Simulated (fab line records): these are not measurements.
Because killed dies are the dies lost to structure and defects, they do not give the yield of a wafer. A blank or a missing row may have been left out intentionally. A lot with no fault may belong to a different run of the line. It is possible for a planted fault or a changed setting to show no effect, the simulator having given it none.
2 desks, one fault + flow gf180mcu + only its own numbers are on each desk; what lay behind them is given at the end

== THE METROLOGY DESK ==
What the gauges read for every lot (on any tool): the sampled wafers with a number, averaged. Marked OUT: a lot whose mean sits more than 4 standard deviations from the usual mean, which makes it out of limits; the brackets give that distance.
Columns: A = LVPWELL_OVL at GF_LVPWELL_OVL_MEAS_07, usual 0.1 nm; B = VT_IMPLANT_3_TW at GF_VT_IMPLANT_TW_MEAS_32, usual 269.3
| lot  | first seen here | A    | B     |
|------|-----------------|------|-------|
| L817 | day 3 22:52     | -2.1 | 270.2 |
| L818 | day 4 04:20     | -1.7 | 267.9 |
| L823 | day 5 05:58     | 0.3  | 270.4 |
| L824 | day 5 11:35     | -0.3 | 267.9 |
| L828 | day 6 11:41     | -0.7 | 270.3 |
| L830 | day 6 22:52     | 0.9  | 269.0 |
| L831 | day 7 03:26     | 0.6  | 270.4 |
| L832 | day 7 09:16     | -0.7 | 269.7 |
| L833 | day 7 13:23     | -0.1 | 271.9 |
| L834 | day 7 20:07     | -1.2 | 267.1 |
| L835 | day 8 01:23     | 0.3  | 269.4 |
| L836 | day 8 07:10     | -1.0 | 266.5 |
| L839 | day 9 00:21     | 0.3  | 265.6 |
| L840 | day 9 07:43     | 1.4  | 271.1 |
This desk found nothing out of limits on any of the 14 lots.

== DESK OF THE TOOL OWNER: wetBench-01 ==
The tool's own readings at GF_DUAL_GATE_WET_ETCH_12 (etches SiO2 in dHF, target depth 13 nm, time 260 s): means of the sampled wafers that have a number, for each lot that ran on this tool. Marked OUT: a lot whose mean sits more than 4 standard deviations from the usual mean, which makes it out of limits; the brackets give that distance.
Columns: A = bathHeatDutyPct at GF_DUAL_GATE_WET_ETCH_12, usual 6.4 %; B = runLengthS at GF_DUAL_GATE_WET_ETCH_12, usual 288 s
| lot  | first seen here | A   | B             |
|------|-----------------|-----|---------------|
| L817 | day 8 12:25     | 7.8 | 285           |
| L828 | day 11 13:05    | 7.0 | 285           |
| L832 | day 12 13:34    | 5.2 | 285           |
| L833 | day 12 19:41    | 7.8 | 285           |
| L835 | day 13 10:34    | 6.6 | 176 (-31) OUT |
| L836 | day 13 19:10    | 6.7 | 184 (-29) OUT |
This desk's finding: out of limits on L835, L836; first on L835, day 13 10:34 (runLengthS at GF_DUAL_GATE_WET_ETCH_12). L817, L828, L832, L833 stayed within limits.

== TAKEN TOGETHER ==
The tool owner's desk had the chance to raise an alarm at day 13 10:34 on L835, L836.
Metrology desk: nothing out of limits seen.
The metrology desk holds a record of L835, L836, inside its limits.
GF_DUAL_GATE_WET_ETCH_12 was run on wetBench-01 by each of the lots named.

== WHAT WAS PUT IN BY THE SIMULATOR ==
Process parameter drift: wetBench-01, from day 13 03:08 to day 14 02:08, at GF_DUAL_GATE_WET_ETCH_12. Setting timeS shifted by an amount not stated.
Shown lots that were struck: L835, L836.
Delay in hours, fault start to first out-of-limits reading, by desk: the tool owner's desk at 7.
